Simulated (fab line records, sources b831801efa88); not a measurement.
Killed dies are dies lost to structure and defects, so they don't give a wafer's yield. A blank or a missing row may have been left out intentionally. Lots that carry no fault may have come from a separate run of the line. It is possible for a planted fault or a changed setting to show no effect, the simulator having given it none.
2 desks, one fault | flow gf180mcu | each desk has only its own numbers; what lay behind them comes last

## TOOL OWNER'S DESK, pvd-sputter-04
The tool's own readings at GF_MIM_SPUTTER_08 (material AlCu, target thk 200 nm, time 10.6 s): means of the sampled wafers that have a number, for each lot that ran on this tool. Any lot whose mean is over 4 standard deviations away from the usual mean is out of limits and marked OUT; that distance is given in the brackets.
Columns: A = chamber-pressure-pa at GF_MIM_SPUTTER_08, usual 0.4001 Pa; B = throttle-valve-pct at GF_MIM_SPUTTER_08, usual 30.0 %
lot  | first seen here | A      | B
L219 | day 24 18:43    | 0.3993 | 29.4
L220 | day 25 02:44    | 0.4004 | 30.2
L228 | day 27 17:20    | 0.3993 | 29.6
L229 | day 27 22:18    | 0.4007 | 29.8
L230 | day 27 23:47    | 0.3988 | 30.0
L241 | day 31 11:11    | 0.4002 | 28.9
This desk found nothing out of limits on any of the 6 lots.

## THE METROLOGY DESK
What the gauges read for every lot (on any tool): the sampled wafers with a number, averaged. Any lot whose mean is over 4 standard deviations away from the usual mean is out of limits and marked OUT; that distance is given in the brackets.
Columns: A = V4_CVD_02_THK at GF_V4_THK_MEAS_03, usual 852 nm; B = MIM_ALCU_RS at GF_MIM_RS_MEAS_10, usual 0.1608 ohm/sq; C = MIM_ALCU_THK at GF_MIM_THK_MEAS_11, usual 199.1 nm
lot  | first seen here | A   | B      | C
L219 | day 23 18:13    | 843 | 0.1568 | 203.5
L220 | day 24 02:10    | 839 | 0.1610 | 199.1
L228 | day 26 18:09    | 870 | 0.1651 | 195.3
L229 | day 27 00:10    | 854 | 0.1648 | 195.7
L230 | day 27 01:31    | 844 | 0.1638 | 195.5
L235 | day 29 04:54    | 864 | 0.1623 | 197.0
L237 | day 29 09:39    | 863 | 0.1610 | 198.2
L239 | day 30 05:04    | 861 | 0.1597 | 201.3
L241 | day 30 14:58    | 852 | 0.1636 | 197.0
L240 | day 30 19:11    | 846 | 0.1594 | 201.3
This desk found nothing out of limits on any of the 10 lots.

## ALL TOGETHER
Nothing out of limits was seen by the tool owner's desk.
Metrology desk: nothing out of limits seen.

## WHAT HAD BEEN PUT IN BY THE SIMULATOR
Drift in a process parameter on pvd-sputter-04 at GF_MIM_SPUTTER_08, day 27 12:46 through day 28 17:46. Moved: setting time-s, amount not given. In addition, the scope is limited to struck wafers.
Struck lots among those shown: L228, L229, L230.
